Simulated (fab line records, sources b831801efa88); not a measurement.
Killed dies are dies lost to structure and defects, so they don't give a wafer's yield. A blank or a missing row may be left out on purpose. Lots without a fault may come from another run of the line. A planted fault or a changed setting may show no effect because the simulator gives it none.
Which tool did it? | flow gf180mcu | 14 lots, 42 wafers sampled, at 3 steps of a route of 602

WHAT THE GAUGES READ, wafer by wafer
GF_M5_CD_MEAS_07: target cd 280 nm. Usual: cd_nm 279.8 nm, standard deviation 1.2.
lot  | measured     | on        | cd_nm (nm)        | flag
L152 | day 25 17:10 | cd_sem-01 | 280.3 279.2 278.9 |
L155 | day 27 03:43 | cd_sem-01 | 278.7 279.1 278.0 |
L156 | day 27 23:11 | cd_sem-01 | 279.6 280.0 280.5 |
L158 | day 28 10:29 | cd_sem-01 | 277.8 278.5 277.5 |
L159 | day 28 12:21 | cd_sem-02 | 279.5 279.8 278.3 |
L160 | day 29 06:39 | cd_sem-01 | 278.2 278.9 277.4 |
L167 | day 31 04:03 | cd_sem-02 | 279.0 279.7 279.1 |
L169 | day 31 10:39 | cd_sem-01 | 279.3 279.5 279.5 |
L170 | day 31 17:38 | cd_sem-01 | 279.9 278.5 278.4 |
L171 | day 31 20:08 | cd_sem-01 | 279.4 280.9 279.6 |
L172 | day 32 00:02 | cd_sem-02 | 279.3 279.9 279.3 |
L173 | day 32 02:36 | cd_sem-02 | 280.9 281.2 280.7 |
L174 | day 32 08:58 | cd_sem-02 | 281.1 281.8 281.2 |
L175 | day 32 16:20 | cd_sem-01 | 278.9 278.7 278.4 |

WHICH TOOL RAN EACH LOT (tool, then ch and the chambers of the sampled wafers, then the start)
lot  | GF_V4_ETCH_17                                 | GF_V4_SPUTTER_22
L152 | rie_diel-03 ch 0,2,3, day 23 20:00 or earlier | pvd_sputter-02, day 23 20:00
L155 | rie_diel-01 ch 0,1,3, day 25 08:23 or earlier | pvd_sputter-02, day 25 08:23
L156 | rie_diel-03 ch 0,1,3, day 26 05:43 or earlier | pvd_sputter-04, day 26 05:43
L158 | rie_diel-04 ch 0,2,3, day 26 17:53 or earlier | pvd_sputter-04, day 26 17:53
L159 | rie_diel-01 ch 0,1,3, day 26 18:57 or earlier | pvd_sputter-02, day 26 18:57
L160 | rie_diel-01 ch 1,2,3, day 27 14:56 or earlier | pvd_sputter-03, day 27 14:56
L167 | rie_diel-01 ch 0,1,3, day 29 13:29 or earlier | pvd_sputter-04, day 29 13:29
L169 | rie_diel-04 ch 0,1,3, day 29 22:14 or earlier | pvd_sputter-03, day 29 22:14
L170 | rie_diel-01 ch 1,2,3, day 30 04:16 or earlier | pvd_sputter-03, day 30 04:16
L171 | rie_diel-01 ch 0,2, day 30 07:43 or earlier   | pvd_sputter-03, day 30 07:43
L172 | rie_diel-04 ch 0,1, day 30 11:47 or earlier   | pvd_sputter-04, day 30 11:47
L173 | rie_diel-04 ch 0,1,2, day 30 14:38 or earlier | pvd_sputter-03, day 30 14:38
L174 | rie_diel-04 ch 1,2,3, day 30 21:14 or earlier | pvd_sputter-03, day 30 21:14
L175 | rie_diel-03 ch 1,2,3, day 31 04:44 or earlier | pvd_sputter-02, day 31 04:44
- GF_V4_ETCH_17: etches SiO2 in C4F8/O2/Ar, stops on TiN, target depth 630 nm.
- GF_V4_SPUTTER_22: material TiN, target thk 10 nm, time 40 s.

WHAT THE TOOLS THEMSELVES READ (means of the sampled wafers that have a number; where no wafer has one, the mark that the record gives instead)
GF_V4_ETCH_17. Usual: oes_product_au 0.855 a.u., standard deviation 0.0043; rf_fwd_power_W 1493 W, standard deviation 5.3.
lot  | tool        | oes_product_au (a.u.) | rf_fwd_power_W (W) | flag
L152 | rie_diel-03 | 0.856                 | 1489               |
L155 | rie_diel-01 | 0.851                 | 1489               |
L156 | rie_diel-03 | 0.851                 | 1495               |
L158 | rie_diel-04 | 0.857                 | 1494               |
L159 | rie_diel-01 | 0.857                 | 1493               |
L160 | rie_diel-01 | 0.858                 | 1490               |
L167 | rie_diel-01 | 0.857                 | 1493               |
L169 | rie_diel-04 | 0.856                 | 1489               |
L170 | rie_diel-01 | 0.857                 | 1493               |
L171 | rie_diel-01 | 0.859                 | 1490               |
L172 | rie_diel-04 | 0.852                 | 1491               |
L173 | rie_diel-04 | 0.856                 | 1492               |
L174 | rie_diel-04 | 0.850                 | 1497               |
L175 | rie_diel-03 | 0.855                 | 1491               |

GF_V4_SPUTTER_22. Usual: throttle_valve_pct 30.6 %, standard deviation 1.
lot  | tool           | throttle_valve_pct (%) | flag
L152 | pvd_sputter-02 | 31.1                   |
L155 | pvd_sputter-02 | 31.7                   |
L156 | pvd_sputter-04 | 30.9                   |
L158 | pvd_sputter-04 | 30.7                   |
L159 | pvd_sputter-02 | 31.0                   |
L160 | pvd_sputter-03 | 30.5                   |
L167 | pvd_sputter-04 | 30.9                   |
L169 | pvd_sputter-03 | 29.6                   |
L170 | pvd_sputter-03 | 30.8                   |
L171 | pvd_sputter-03 | 29.2                   |
L172 | pvd_sputter-04 | 30.1                   |
L173 | pvd_sputter-03 | 31.5                   |
L174 | pvd_sputter-03 | 30.3                   |
L175 | pvd_sputter-02 | 31.1                   |

THE ANSWER, worked out from the rows above alone
Rule: a lot is off if the mean of its wafers that have a number lies more than 3 standard deviations from the usual mean. A lot without any number at a reading at which 4 lots or more have one is off too. The other lots that the step has rows for count as sound. The gauges are gone through in route order, then the tools' own readings, and for those a lot's mean is taken as printed above. The first step at which some lot is off is used, and at that step the reading that is off furthest; a lot without a number counts as furthest.
No lot is off at any reading shown: from this, nothing can be told.

WHAT THE SIMULATOR HAD PUT IN
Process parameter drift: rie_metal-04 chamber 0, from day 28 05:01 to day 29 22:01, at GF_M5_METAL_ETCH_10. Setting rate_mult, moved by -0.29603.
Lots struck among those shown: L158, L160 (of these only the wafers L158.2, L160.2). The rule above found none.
